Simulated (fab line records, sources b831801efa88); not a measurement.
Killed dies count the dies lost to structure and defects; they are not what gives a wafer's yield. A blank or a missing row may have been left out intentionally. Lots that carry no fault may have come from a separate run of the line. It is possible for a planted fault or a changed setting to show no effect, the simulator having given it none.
fab line records + flow sky130 + part 1 of 2: steps 1 to 28 of 29
record
- lots=7
- wafers=21
- lastDay=49
route steps=708 shown LOCAL_INTERCONNECT@396 CONTACT@406 PAD_OPEN@708
lots that met no fault: taken from a fault-free run of the same line
startH: start of the lot's first displayed wafer, in hours after the record's first day + waitH: time in hours since the lot's previous step + " unchanged from the row above + L1.1+2: a single row standing in for several wafers + - no value present, or no start provided + * or withheld: withheld + < > ~ a bound
route shown NAME@n: a module of which the file shows steps, and the number in the route of the first + usual: the fault-free wafers' mean and standard deviation + same: alike in all rows + chamber/n: place in a boat + sites: per-site readings + _std_site: how widely they spread, as a standard deviation + _edge_site: mean of outer sites minus mean of inner sites + radiusMm: for every site, how far away it sits from the centre of the wafer + mask NAME#n: copy n + behind: the tool/chamber that last shaped the wafer + hold: reason for holding the lot/hours on hold/outcome of the hold + device: transistor that didn't switch, given as n, p or np + end of line: tests of these same wafers at the route's end + a step without rows: its recipe alone + killed: count of dies lost to structure and defects at first sort (not the wafer's yield) + map: dies across one wafer; x = killed, . = not, _ = none there
set.NAME: the setting that was run; set.NAME@STEP: the one run at that earlier step + model.NAME: the simulator's own value behind a step, which no gauge read
lots at selected steps of the route; one table per step, one row per wafer
services: from which hour (startH, from the record's first day; less than 0 if before it) a tool's chamber was out of use, for how many hours, and why
## steps
# step SKY_LOCAL_INTERCONNECT_PEB_09
# recipe
- pebTempC=withheld
- pebTimeS=withheld
- resist=KrF-thick
# step SKY_LOCAL_INTERCONNECT_DEVELOP_10
# recipe
- developTimeS=60
- resist=KrF-thick
- devTempC=21
# step SKY_LOCAL_INTERCONNECT_CD_MEAS_11
# recipe
- targetCdNm=170
# usual
- cdNm=169.9/1.4
| lot.wafer | tool     | chamber | startH | waitH | cdNm  |
|-----------|----------|---------|--------|-------|-------|
| L983.1    | cdSem-01 | -       | 709.55 | -     | 169.2 |
| L983.4    | "        | -       | "      | "     | 169.0 |
| L983.5    | "        | -       | "      | "     | 169.8 |
| L986.1    | cdSem-01 | -       | 760.32 | -     | 170.5 |
| L986.4    | "        | -       | "      | "     | 170.3 |
| L986.6    | "        | -       | "      | "     | 168.7 |
| L988.2    | cdSem-02 | -       | 765.38 | -     | 171.6 |
| L988.3    | "        | -       | "      | "     | 171.7 |
| L988.6    | "        | -       | "      | "     | 171.6 |
| L990.1    | cdSem-02 | -       | 770.01 | -     | 172.4 |
| L990.4    | "        | -       | "      | "     | 172.0 |
| L990.6    | "        | -       | "      | "     | 172.4 |
| L991.1    | cdSem-02 | -       | 779.80 | -     | 170.3 |
| L991.3    | "        | -       | "      | "     | 170.6 |
| L991.4    | "        | -       | "      | "     | 171.6 |
| L101.3    | cdSem-02 | -       | 864.35 | -     | 168.7 |
| L101.4    | "        | -       | "      | "     | 170.9 |
| L101.5    | "        | -       | "      | "     | 169.9 |
| L103.1    | cdSem-01 | -       | 866.80 | -     | 169.1 |
| L103.2    | "        | -       | "      | "     | 169.8 |
| L103.4    | "        | -       | "      | "     | 170.1 |
# step SKY_LOCAL_INTERCONNECT_OVL_MEAS_12
# usual
- LOCAL_INTERCONNECT_OVL=4/5.2
| lot.wafer | tool       | chamber | startH | waitH | LOCAL_INTERCONNECT_OVL[nm] |
|-----------|------------|---------|--------|-------|----------------------------|
| L983.1    | overlay-02 | -       | 709.67 | 0.1   | 9                          |
| L983.4    | "          | -       | "      | "     | 5                          |
| L983.5    | "          | -       | "      | "     | 7                          |
| L986.1    | overlay-02 | -       | 760.44 | 0.1   | -4                         |
| L986.4    | "          | -       | "      | "     | -6                         |
| L986.6    | "          | -       | "      | "     | 2                          |
| L988.2    | overlay-01 | -       | 765.48 | 0.1   | 4                          |
| L988.3    | "          | -       | "      | "     | 0                          |
| L988.6    | "          | -       | "      | "     | 7                          |
| L990.1    | overlay-01 | -       | 770.13 | 0.1   | 6                          |
| L990.4    | "          | -       | "      | "     | 9                          |
| L990.6    | "          | -       | "      | "     | 10                         |
| L991.1    | overlay-01 | -       | 779.92 | 0.1   | -7                         |
| L991.3    | "          | -       | "      | "     | 1                          |
| L991.4    | "          | -       | "      | "     | 2                          |
| L101.3    | overlay-01 | -       | 864.44 | 0.1   | 6                          |
| L101.4    | "          | -       | "      | "     | 1                          |
| L101.5    | "          | -       | "      | "     | 7                          |
| L103.1    | overlay-02 | -       | 866.92 | 0.1   | 5                          |
| L103.2    | "          | -       | "      | "     | 11                         |
| L103.4    | "          | -       | "      | "     | 5                          |
# step SKY_LOCAL_INTERCONNECT_ETCH_13
# recipe
- chemistry=N2/H2
- target=BARC
- ionEnergyEv=200
- biasW=100
- pressureMtorr=30
- n2FlowSccm=100
- h2FlowSccm=200
- icpW=500
- stopOn=SiO2
- timeS=45.9
- targetDepthA=600
# usual
- drypumpMotorCurrentA=5.6/0.6
- h2FlowSccm=200.0/0.62
- oesProductAu=0.855/0.0048
- throttleValvePct=13.224/0.0096
| lot.wafer | tool        | chamber | startH | waitH | drypumpMotorCurrentA | h2FlowSccm | oesProductAu | rfHoursCounterH | throttleValvePct |
|-----------|-------------|---------|--------|-------|----------------------|------------|--------------|-----------------|------------------|
| L983.1    | rieMetal-04 | 0       | 709.71 | 0.0   | 6.5                  | 200.3      | 0.853        | 6               | 13.241           |
| L983.4    | "           | 0       | "      | "     | 6.5                  | 200.4      | 0.857        | -               | 13.214           |
| L983.5    | "           | 1       | "      | "     | 4.8                  | 200.4      | 0.858        | -               | 13.227           |
| L986.1    | rieMetal-03 | 0       | 760.48 | 0.0   | 5.8                  | 200.6      | 0.847        | 1               | 13.193           |
| L986.4    | "           | 1       | "      | "     | 5.1                  | 199.6      | 0.854        | -               | 13.224           |
| L986.6    | "           | 0       | "      | "     | 5.8                  | 200.8      | 0.849        | -               | 13.232           |
| L988.2    | rieMetal-03 | 1       | 765.51 | 0.0   | 5.1                  | 200.9      | 0.858        | 10              | 13.228           |
| L988.3    | "           | 0       | "      | "     | 5.9                  | 200.0      | 0.862        | -               | 13.225           |
| L988.6    | "           | 1       | "      | "     | 5.1                  | 200.5      | 0.856        | -               | 13.221           |
| L990.1    | rieMetal-01 | 1       | 770.16 | 0.0   | 6.1                  | 199.8      | 0.857        | 14              | 13.230           |
| L990.4    | "           | 1       | "      | "     | 6.1                  | 199.1      | 0.856        | -               | 13.239           |
| L990.6    | "           | 0       | "      | "     | 5.2                  | 201.2      | 0.851        | -               | 13.228           |
| L991.1    | rieMetal-03 | 0       | 779.96 | 0.0   | 5.8                  | 199.3      | 0.857        | 2               | 13.218           |
| L991.3    | "           | 1       | "      | "     | 5.1                  | 198.4      | 0.848        | -               | 13.224           |
| L991.4    | "           | 0       | "      | "     | 5.8                  | 199.6      | 0.861        | -               | 13.227           |
| L101.3    | rieMetal-03 | 1       | 864.49 | 0.0   | 5.1                  | 199.8      | 0.853        | -               | 13.227           |
| L101.4    | "           | 0       | "      | "     | 5.8                  | 200.2      | 0.851        | -               | 13.235           |
| L101.5    | "           | 0       | "      | "     | 5.8                  | 199.6      | 0.853        | -               | 13.234           |
| L103.1    | rieMetal-01 | 1       | 866.96 | 0.0   | 6.1                  | 199.1      | 0.865        | 0               | 13.222           |
| L103.2    | "           | 0       | "      | "     | 5.2                  | 200.2      | 0.858        | 9               | 13.232           |
| L103.4    | "           | 1       | "      | "     | 6.1                  | 199.1      | 0.853        | -               | 13.226           |
# step SKY_LOCAL_INTERCONNECT_METAL_ETCH_14
# recipe
- targetDepthNm=110
- stopOn=PSG
- chemistry=Cl2/BCl3
- target=TiN
- resistSidewallDeg=88
- pressureMtorr=10
- icpW=900
- biasW=48.5
- Cl2_flow_sccm=60
- bcl3FlowSccm=30
- timeS=31.4
# step SKY_LOCAL_INTERCONNECT_STRIP_15
# recipe
- chemistry=O2/N2
- powerW=1400
- pressureMtorr=1500
- platenTempC=withheld
- o2FlowSccm=3000
- n2FlowSccm=300
- overashFraction=0.5
# usual
- drypumpMotorCurrentA=5.7/0.61
- oesProductAu=0.427/0.0043
- stripTimeToEndpointS=4.719/0.017
| lot.wafer | tool           | chamber | startH | waitH | drypumpMotorCurrentA | oesProductAu | rfHoursCounterH | stripTimeToEndpointS |
|-----------|----------------|---------|--------|-------|----------------------|--------------|-----------------|----------------------|
| L983.1    | plasmaAsher-03 | 0       | 709.82 | 0.0   | 4.9                  | 0.422        | 88              | 4.744                |
| L983.4    | "              | 0       | "      | "     | 4.9                  | 0.434        | -               | 4.728                |
| L983.5    | "              | 0       | "      | "     | 4.9                  | 0.430        | -               | 4.728                |
| L986.1    | plasmaAsher-03 | 1       | 760.59 | 0.0   | 5.9                  | 0.418        | 93              | 4.724                |
| L986.4    | "              | 0       | "      | "     | 4.9                  | 0.431        | -               | 4.731                |
| L986.6    | "              | 0       | "      | "     | 4.9                  | 0.417        | -               | 4.715                |
| L988.2    | plasmaAsher-01 | 1       | 765.63 | 0.0   | 6.1                  | 0.425        | 34              | 4.725                |
| L988.3    | "              | 0       | "      | "     | 6.5                  | 0.427        | -               | 4.727                |
| L988.6    | "              | 1       | "      | "     | 6.1                  | 0.427        | -               | 4.702                |
| L990.1    | plasmaAsher-01 | 0       | 770.28 | 0.0   | 6.5                  | 0.428        | 35              | 4.734                |
| L990.4    | "              | 0       | "      | "     | 6.5                  | 0.431        | -               | 4.731                |
| L990.6    | "              | 1       | "      | "     | 6.0                  | 0.425        | -               | 4.733                |
| L991.1    | plasmaAsher-04 | 1       | 780.07 | 0.0   | 4.9                  | 0.429        | 3               | 4.736                |
| L991.3    | "              | 0       | "      | "     | 6.0                  | 0.417        | -               | 4.723                |
| L991.4    | "              | 1       | "      | "     | 4.9                  | 0.424        | -               | 4.746                |
| L101.3    | plasmaAsher-01 | 1       | 864.61 | 0.1   | 6.1                  | 0.427        | -               | 4.716                |
| L101.4    | "              | 0       | "      | "     | 6.5                  | 0.429        | -               | 4.738                |
| L101.5    | "              | 0       | "      | "     | 6.5                  | 0.427        | -               | 4.713                |
| L103.1    | plasmaAsher-04 | 0       | 867.07 | 0.0   | 6.0                  | 0.429        | 13              | 4.712                |
| L103.2    | "              | 1       | "      | "     | 4.9                  | 0.425        | 13              | 4.705                |
| L103.4    | "              | 0       | "      | "     | 6.0                  | 0.426        | -               | 4.707                |
# step SKY_LOCAL_INTERCONNECT_STRIP_16
# recipe
- chemistry=postEtchResidueRemover
- timeS=1200
- tempC=72.5
# step SKY_LOCAL_INTERCONNECT_CLEAN_17
# recipe
- chemistry=IPA
- timeS=180
- tempC=25
# step SKY_LOCAL_INTERCONNECT_CLEAN_18
# recipe
- chemistry=O3/DIW
- dry=n2Spin
# step SKY_CONTACT_CVD_00
# recipe
- material=Si3N4
- targetThkNm=75
- tempC=400
- timeS=withheld
- rfW=450
# usual
- heaterPowerW=771/110
| lot.wafer | tool     | chamber | startH | waitH | heaterPowerW |
|-----------|----------|---------|--------|-------|--------------|
| L983.1    | pecvd-03 | 2       | 710.44 | 0.0   | 897          |
| L983.4    | "        | 1       | "      | "     | 623          |
| L983.5    | "        | 0       | "      | "     | 840          |
| L986.1    | pecvd-02 | 0       | 761.19 | 0.0   | 723          |
| L986.4    | "        | 2       | "      | "     | 661          |
| L986.6    | "        | 0       | "      | "     | 732          |
| L988.2    | pecvd-03 | 1       | 766.22 | 0.0   | 577          |
| L988.3    | "        | 0       | "      | "     | 896          |
| L988.6    | "        | 2       | "      | "     | 866          |
| L990.1    | pecvd-03 | 1       | 770.87 | 0.0   | 592          |
| L990.4    | "        | 2       | "      | "     | 926          |
| L990.6    | "        | 0       | "      | "     | 854          |
| L991.1    | pecvd-04 | 0       | 780.66 | 0.0   | 678          |
| L991.3    | "        | 1       | "      | "     | 883          |
| L991.4    | "        | 2       | "      | "     | 767          |
| L101.3    | pecvd-04 | 2       | 865.20 | 0.0   | 792          |
| L101.4    | "        | 2       | "      | "     | 811          |
| L101.5    | "        | 1       | "      | "     | 853          |
| L103.1    | pecvd-02 | 0       | 867.66 | 0.0   | 738          |
| L103.2    | "        | 1       | "      | "     | 624          |
| L103.4    | "        | 2       | "      | "     | 706          |
# step SKY_CONTACT_THK_MEAS_01
# recipe
- reads=Si3N4_of_CONTACT_CVD_00
# usual
- CONTACT_CVD_00_THK=74.7/0.93
| lot.wafer | tool         | chamber | startH | waitH | CONTACT_CVD_00_THK[nm] |
|-----------|--------------|---------|--------|-------|------------------------|
| L983.1    | filmMetro-01 | -       | 710.48 | -     | 75.3                   |
| L983.4    | "            | -       | "      | "     | 75.9                   |
| L983.5    | "            | -       | "      | "     | 76.8                   |
| L986.1    | filmMetro-04 | -       | 761.24 | -     | 75.2                   |
| L986.4    | "            | -       | "      | "     | 75.9                   |
| L986.6    | "            | -       | "      | "     | 75.0                   |
| L988.2    | filmMetro-03 | -       | 766.26 | -     | 74.1                   |
| L988.3    | "            | -       | "      | "     | 73.5                   |
| L988.6    | "            | -       | "      | "     | 75.2                   |
| L990.1    | filmMetro-03 | -       | 770.90 | -     | 73.7                   |
| L990.4    | "            | -       | "      | "     | 75.4                   |
| L990.6    | "            | -       | "      | "     | 75.7                   |
| L991.1    | filmMetro-03 | -       | 780.70 | -     | 74.3                   |
| L991.3    | "            | -       | "      | "     | 75.6                   |
| L991.4    | "            | -       | "      | "     | 75.1                   |
| L101.3    | filmMetro-01 | -       | 865.25 | -     | 74.3                   |
| L101.4    | "            | -       | "      | "     | 75.5                   |
| L101.5    | "            | -       | "      | "     | 75.5                   |
| L103.1    | filmMetro-01 | -       | 867.70 | -     | 73.5                   |
| L103.2    | "            | -       | "      | "     | 73.9                   |
| L103.4    | "            | -       | "      | "     | 75.5                   |
# step SKY_CONTACT_HDPCVD_02
# recipe
- material=SiO2
- targetThkNm=565
- sigmaOpenFrac=0.3
- timeS=94.2
- tempC=600
- sih4FlowSccm=60
- pressureMtorr=6
# usual
- pressureMtorr=5.999/0.011
- runLengthS=122.2/0.61
| lot.wafer | tool      | chamber | startH | waitH | pressureMtorr | runLengthS |
|-----------|-----------|---------|--------|-------|---------------|------------|
| L983.1    | hdpcvd-02 | 0       | 710.54 | 0.1   | 5.994         | 122.8      |
| L983.4    | "         | 2       | "      | "     | 6.000         | 122.5      |
| L983.5    | "         | 0       | "      | "     | 6.004         | 122.9      |
| L986.1    | hdpcvd-01 | 0       | 761.30 | 0.1   | 5.975         | 122.5      |
| L986.4    | "         | 0       | "      | "     | 5.996         | 122.5      |
| L986.6    | "         | 2       | "      | "     | 6.009         | 120.9      |
| L988.2    | hdpcvd-01 | 1       | 766.31 | 0.0   | -             | -          |
| L988.3    | "         | 2       | "      | "     | -             | -          |
| L988.6    | "         | 1       | "      | "     | -             | -          |
| L990.1    | hdpcvd-02 | 1       | 770.96 | 0.1   | -             | -          |
| L990.4    | "         | 1       | "      | "     | -             | -          |
| L990.6    | "         | 2       | "      | "     | -             | -          |
| L991.1    | hdpcvd-01 | 2       | 780.76 | 0.1   | -             | -          |
| L991.3    | "         | 0       | "      | "     | -             | -          |
| L991.4    | "         | 2       | "      | "     | -             | -          |
| L101.3    | hdpcvd-02 | 1       | 865.29 | 0.0   | 6.009         | 122.5      |
| L101.4    | "         | 1       | "      | "     | 6.004         | 123.0      |
| L101.5    | "         | 2       | "      | "     | 6.003         | 123.0      |
| L103.1    | hdpcvd-01 | 0       | 867.76 | 0.1   | 5.990         | 122.7      |
| L103.2    | "         | 1       | "      | "     | 6.012         | 122.0      |
| L103.4    | "         | 2       | "      | "     | 6.021         | 121.3      |
# step SKY_CONTACT_CMP_04
# recipe
- material=SiO2
- downForcePsi=4
- platenRpm=60
- padVelocityMS=0.94248
# step SKY_CONTACT_BOW_MEAS_05
# recipe
- mode=bow
# usual
- CONTACT_BOW=82/7
| lot.wafer | tool         | chamber | startH | waitH | CONTACT_BOW[um] |
|-----------|--------------|---------|--------|-------|-----------------|
| L983.1    | filmMetro-01 | -       | 710.99 | 0.3   | 83              |
| L983.4    | "            | -       | "      | "     | 66              |
| L983.5    | "            | -       | "      | "     | 83              |
| L986.1    | filmMetro-03 | -       | 761.80 | 0.2   | 85              |
| L986.4    | "            | -       | "      | "     | 86              |
| L986.6    | "            | -       | "      | "     | 88              |
| L988.2    | filmMetro-03 | -       | 766.76 | 0.3   | 62              |
| L988.3    | "            | -       | "      | "     | 52              |
| L988.6    | "            | -       | "      | "     | 58              |
| L990.1    | filmMetro-01 | -       | 771.39 | 0.2   | 65              |
| L990.4    | "            | -       | "      | "     | 66              |
| L990.6    | "            | -       | "      | "     | 66              |
| L991.1    | filmMetro-01 | -       | 781.19 | 0.2   | 66              |
| L991.3    | "            | -       | "      | "     | 68              |
| L991.4    | "            | -       | "      | "     | 68              |
| L101.3    | filmMetro-01 | -       | 865.76 | 0.3   | 101             |
| L101.4    | "            | -       | "      | "     | 87              |
| L101.5    | "            | -       | "      | "     | 93              |
| L103.1    | filmMetro-03 | -       | 868.19 | 0.2   | 81              |
| L103.2    | "            | -       | "      | "     | 85              |
| L103.4    | "            | -       | "      | "     | 72              |
# step SKY_CONTACT_DEHYDRATE_06
# recipe
- tempC=200
- timeS=60
# step SKY_CONTACT_HMDS_07
# recipe
- primeTimeS=60
- primeTempC=120
# step SKY_CONTACT_COAT_08
# recipe
- resist=BARC
- tempC=withheld
- timeS=withheld
- spinRpm=3000
- resistThkNm=60
# step SKY_CONTACT_COAT_09
# recipe
- resist=KrF-thick
- spinRpm=3000
- resistThkNm=450
# step SKY_CONTACT_SOFTBAKE_10
# recipe
- tempC=100
- timeS=92.27
- resist=KrF-thick
# usual
- plateSensorTCentreC=100.88/0.0097
- plateSensorTEdgeC=100.95/0.0097
| lot.wafer | tool          | chamber | startH | waitH | plateSensorTCentreC | plateSensorTEdgeC |
|-----------|---------------|---------|--------|-------|---------------------|-------------------|
| L983.1    | lithoTrack-01 | 0       | -      | -     | 100.89              | 100.95            |
| L983.4    | "             | 0       | "      | "     | 100.88              | 100.95            |
| L983.5    | "             | 0       | "      | "     | 100.88              | 100.94            |
| L986.1    | lithoTrack-01 | 0       | -      | -     | 100.88              | 100.97            |
| L986.4    | "             | 0       | "      | "     | 100.88              | 100.97            |
| L986.6    | "             | 0       | "      | "     | 100.88              | 100.96            |
| L988.2    | lithoTrack-01 | 0       | -      | -     | 100.87              | 100.95            |
| L988.3    | "             | 0       | "      | "     | 100.89              | 100.95            |
| L988.6    | "             | 0       | "      | "     | 100.88              | 100.96            |
| L990.1    | lithoTrack-01 | 0       | -      | -     | 100.88              | 100.94            |
| L990.4    | "             | 0       | "      | "     | 100.9               | 100.95            |
| L990.6    | "             | 0       | "      | "     | 100.9               | 100.96            |
| L991.1    | lithoTrack-01 | 0       | -      | -     | 100.89              | 100.95            |
| L991.3    | "             | 0       | "      | "     | 100.88              | 100.95            |
| L991.4    | "             | 0       | "      | "     | 100.87              | 100.97            |
| L101.3    | lithoTrack-02 | 0       | -      | -     | 100.87              | 100.96            |
| L101.4    | "             | 0       | "      | "     | 100.88              | 100.96            |
| L101.5    | "             | 0       | "      | "     | 100.87              | 100.97            |
| L103.1    | lithoTrack-01 | 0       | -      | -     | 100.88              | 100.96            |
| L103.2    | "             | 0       | "      | "     | 100.9               | 100.94            |
| L103.4    | "             | 0       | "      | "     | 100.87              | 100.96            |
# step SKY_CONTACT_EXPOSE_11
# recipe
- maskId=CTM1
- na=0.8
- sourceShape=annular
- sigmaInner=0.55
- sigmaOuter=0.85
- targetCdNm=170
- doseMj=38
# step SKY_CONTACT_PEB_12
# recipe
- pebTempC=withheld
- pebTimeS=withheld
- resist=KrF-thick
# step SKY_CONTACT_DEVELOP_13
# recipe
- developTimeS=60
- resist=KrF-thick
- devTempC=21
# step SKY_CONTACT_CD_MEAS_14
# recipe
- targetCdNm=170
# usual
- cdNm=170.2/1.5
| lot.wafer | tool     | chamber | startH | waitH | cdNm  |
|-----------|----------|---------|--------|-------|-------|
| L983.1    | cdSem-01 | -       | 738.94 | -     | 170.8 |
| L983.4    | "        | -       | "      | "     | 171.1 |
| L983.5    | "        | -       | "      | "     | 171.8 |
| L986.1    | cdSem-01 | -       | 788.65 | -     | 171.8 |
| L986.4    | "        | -       | "      | "     | 170.2 |
| L986.6    | "        | -       | "      | "     | 172.4 |
| L988.2    | cdSem-02 | -       | 793.49 | -     | 170.8 |
| L988.3    | "        | -       | "      | "     | 170.3 |
| L988.6    | "        | -       | "      | "     | 170.8 |
| L990.1    | cdSem-01 | -       | 797.95 | -     | 172.8 |
| L990.4    | "        | -       | "      | "     | 171.9 |
| L990.6    | "        | -       | "      | "     | 172.2 |
| L991.1    | cdSem-02 | -       | 807.50 | -     | 171.2 |
| L991.3    | "        | -       | "      | "     | 171.2 |
| L991.4    | "        | -       | "      | "     | 172.1 |
| L101.3    | cdSem-02 | -       | 891.14 | -     | 170.2 |
| L101.4    | "        | -       | "      | "     | 171.0 |
| L101.5    | "        | -       | "      | "     | 170.5 |
| L103.1    | cdSem-01 | -       | 894.24 | -     | 170.2 |
| L103.2    | "        | -       | "      | "     | 169.1 |
| L103.4    | "        | -       | "      | "     | 169.7 |
# step SKY_CONTACT_OVL_MEAS_15
# usual
- CONTACT_OVL=-4/5
| lot.wafer | tool       | chamber | startH | waitH | CONTACT_OVL[nm] |
|-----------|------------|---------|--------|-------|-----------------|
| L983.1    | overlay-01 | -       | 739.06 | 0.1   | -4              |
| L983.4    | "          | -       | "      | "     | -2              |
| L983.5    | "          | -       | "      | "     | -5              |
| L986.1    | overlay-02 | -       | 788.77 | 0.1   | 1               |
| L986.4    | "          | -       | "      | "     | 1               |
| L986.6    | "          | -       | "      | "     | 4               |
| L988.2    | overlay-01 | -       | 793.60 | 0.1   | -5              |
| L988.3    | "          | -       | "      | "     | 1               |
| L988.6    | "          | -       | "      | "     | -5              |
| L990.1    | overlay-02 | -       | 798.07 | 0.1   | -6              |
| L990.4    | "          | -       | "      | "     | -4              |
| L990.6    | "          | -       | "      | "     | -6              |
| L991.1    | overlay-02 | -       | 807.62 | 0.1   | -5              |
| L991.3    | "          | -       | "      | "     | -4              |
| L991.4    | "          | -       | "      | "     | -5              |
| L101.3    | overlay-02 | -       | 891.23 | 0.1   | -3              |
| L101.4    | "          | -       | "      | "     | 3               |
| L101.5    | "          | -       | "      | "     | 1               |
| L103.1    | overlay-01 | -       | 894.36 | 0.1   | 0               |
| L103.2    | "          | -       | "      | "     | 2               |
| L103.4    | "          | -       | "      | "     | 1               |
# step SKY_CONTACT_ETCH_16
# recipe
- chemistry=N2/H2
- target=BARC
- ionEnergyEv=200
- sourceW=500
- biasW=100
- pressureMtorr=30
- n2FlowSccm=100
- h2FlowSccm=200
- stopOn=SiO2
- timeS=45.9
- targetDepthA=600
# usual
- drypumpMotorCurrentA=5.7/0.51
- h2FlowSccm=200.0/0.63
- oesProductAu=0.855/0.0047
- throttleValvePct=13.225/0.0097
| lot.wafer | tool       | chamber | startH | waitH | drypumpMotorCurrentA | h2FlowSccm | oesProductAu | rfHoursCounterH | throttleValvePct |
|-----------|------------|---------|--------|-------|----------------------|------------|--------------|-----------------|------------------|
| L983.1    | rieDiel-03 | 3       | 739.09 | 0.0   | 4.8                  | 199.9      | 0.850        | 11              | 13.216           |
| L983.4    | "          | 2       | "      | "     | 6.5                  | 200.3      | 0.850        | -               | 13.212           |
| L983.5    | "          | 3       | "      | "     | 4.7                  | 200.5      | 0.843        | -               | 13.229           |
| L986.1    | rieDiel-02 | 0       | 788.81 | 0.0   | 5.8                  | 200.9      | 0.858        | 6               | 13.225           |
| L986.4    | "          | 3       | "      | "     | 5.7                  | 199.5      | 0.849        | 18              | 13.221           |
| L986.6    | "          | 2       | "      | "     | 5.3                  | 199.4      | 0.854        | -               | 13.231           |
| L988.2    | rieDiel-03 | 3       | 793.63 | 0.0   | 4.7                  | 201.5      | 0.858        | 13              | 13.232           |
| L988.3    | "          | 0       | "      | "     | 5.8                  | 199.1      | 0.852        | 20              | 13.240           |
| L988.6    | "          | 2       | "      | "     | 6.6                  | 200.1      | 0.850        | -               | 13.233           |
| L990.1    | rieDiel-04 | 0       | 798.11 | 0.0   | 5.5                  | 200.3      | 0.858        | 5               | 13.225           |
| L990.4    | "          | 2       | "      | "     | 5.1                  | 200.1      | 0.857        | 0               | 13.232           |
| L990.6    | "          | 0       | "      | "     | 5.5                  | 200.7      | 0.857        | -               | 13.233           |
| L991.1    | rieDiel-03 | 3       | 807.66 | 0.0   | 4.7                  | 201.1      | 0.855        | 13              | 13.223           |
| L991.3    | "          | 2       | "      | "     | 6.6                  | 199.7      | 0.854        | 11              | 13.213           |
| L991.4    | "          | 3       | "      | "     | 4.7                  | 200.8      | 0.850        | -               | 13.216           |
| L101.3    | rieDiel-02 | 1       | 891.26 | 0.0   | 6.0                  | 199.4      | 0.856        | 2               | 13.225           |
| L101.4    | "          | 3       | "      | "     | 5.7                  | 198.9      | 0.857        | 22              | 13.217           |
| L101.5    | "          | 3       | "      | "     | 5.7                  | 198.9      | 0.852        | -               | 13.235           |
| L103.1    | rieDiel-03 | 2       | 894.39 | 0.0   | 6.6                  | 200.5      | 0.855        | 14              | 13.224           |
| L103.2    | "          | 0       | "      | "     | 5.8                  | 198.9      | 0.855        | 23              | 13.246           |
| L103.4    | "          | 0       | "      | "     | 5.8                  | 199.1      | 0.856        | -               | 13.211           |
# step SKY_CONTACT_ETCH_17
# recipe
- target=SiO2
- chemistry=C4F8/O2/Ar
- stopOn=Si3N4
- maskMaterial=KrF-thick
- sourceW=1500
- biasW=1200
- pressureMtorr=40
- c4f8FlowSccm=withheld
- O2_flow_sccm=6
- Ar_flow_sccm=300
- timeS=withheld
- targetDepthA=3400
# usual
- oesProductAu=0.892/0.005
| lot.wafer | tool       | chamber | startH | waitH | oesProductAu | model.etch.depthNm |
|-----------|------------|---------|--------|-------|--------------|--------------------|
| L983.1    | rieDiel-03 | 3       | 739.13 | 0.0   | 0.890        | 341.1              |
| L983.4    | "          | 2       | "      | "     | 0.890        | 339.7              |
| L983.5    | "          | 3       | "      | "     | 0.885        | 340.1              |
| L986.1    | rieDiel-02 | 0       | 788.85 | 0.0   | 0.895        | 339.3              |
| L986.4    | "          | 3       | "      | "     | 0.895        | 340.1              |
| L986.6    | "          | 2       | "      | "     | 0.891        | 338.2              |
| L988.2    | rieDiel-03 | 3       | 793.67 | 0.0   | 0.381        | 0                  |
| L988.3    | "          | 0       | "      | "     | 0.375        | 0                  |
| L988.6    | "          | 2       | "      | "     | 0.377        | 0                  |
| L990.1    | rieDiel-04 | 0       | 798.15 | 0.0   | 0.372        | 0                  |
| L990.4    | "          | 2       | "      | "     | 0.383        | 0                  |
| L990.6    | "          | 0       | "      | "     | 0.377        | 0                  |
| L991.1    | rieDiel-03 | 3       | 807.70 | 0.0   | 0.372        | 0                  |
| L991.3    | "          | 2       | "      | "     | 0.373        | 0                  |
| L991.4    | "          | 3       | "      | "     | 0.376        | 0                  |
| L101.3    | rieDiel-02 | 1       | 891.30 | 0.0   | 0.896        | 341.7              |
| L101.4    | "          | 3       | "      | "     | 0.896        | 341.1              |
| L101.5    | "          | 3       | "      | "     | 0.890        | 340.7              |
| L103.1    | rieDiel-03 | 2       | 894.43 | 0.0   | 0.894        | 340.5              |
| L103.2    | "          | 0       | "      | "     | 0.898        | 341.1              |
| L103.4    | "          | 0       | "      | "     | 0.893        | 340.3              |
# step SKY_CONTACT_ETCH_18
# recipe
- target=Si3N4
- chemistry=CHF3/O2
- stopOn=TiN
- sourceW=600
- biasW=200
- pressureMtorr=40
- chf3FlowSccm=50
- O2_flow_sccm=5
- timeS=39
- targetDepthA=750
## key
firstSign
- step=SKY_CONTACT_HDPCVD_02
- reading=toolRecord
- direction=missing
effect
- step=SKY_CONTACT_BOW_MEAS_05
- reading=CONTACT_BOW
- direction=down
- sigmas=2.7
- usual=82
- struck=64
effect
- step=SKY_CONTACT_ETCH_17
- reading=oesProductAu
- direction=down
- sigmas=99+
- usual=0.892
- struck=0.376
effect
- step=SKY_PAD_OPEN_PROBE_99
- reading=killedAtContacts
- direction=up
- sigmas=76
- usual=25
- struck=477
modelEffect
- step=SKY_CONTACT_ETCH_17
- value=etch.depthNm
- without=339.3
- struck=0
metAt SKY_CONTACT_HDPCVD_02
struckWafers L988.2,L988.3,L988.6,L990.1,L990.4,L990.6,L991.1,L991.3,L991.4
laterRowsLeftOut L988.2,L988.3,L988.6,L990.1,L990.4,L990.6,L991.1,L991.3,L991.4
testerLeftOut L988,L990,L991
onsetBetween 761.30 766.31
fault
- kind=skippedStepWhole
- tool=hdpcvd-01,hdpcvd-02
- chamber=-
- onsetH=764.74
- steps=SKY_CONTACT_HDPCVD_02
- scope=struckLotsOnly
# testerLeftOut: of these lots the tester's yield and bins aren't shown, on N5 and GAA mostly nor the transistor test; their killed dies are dies lost to structure and defects alone, not to doping, threshold or leakage, so they don't give the yield
# laterRowsLeftOut: the simulator's readings of these wafers behind a module that went badly wrong aren't trusted and aren't shown, but for the sort
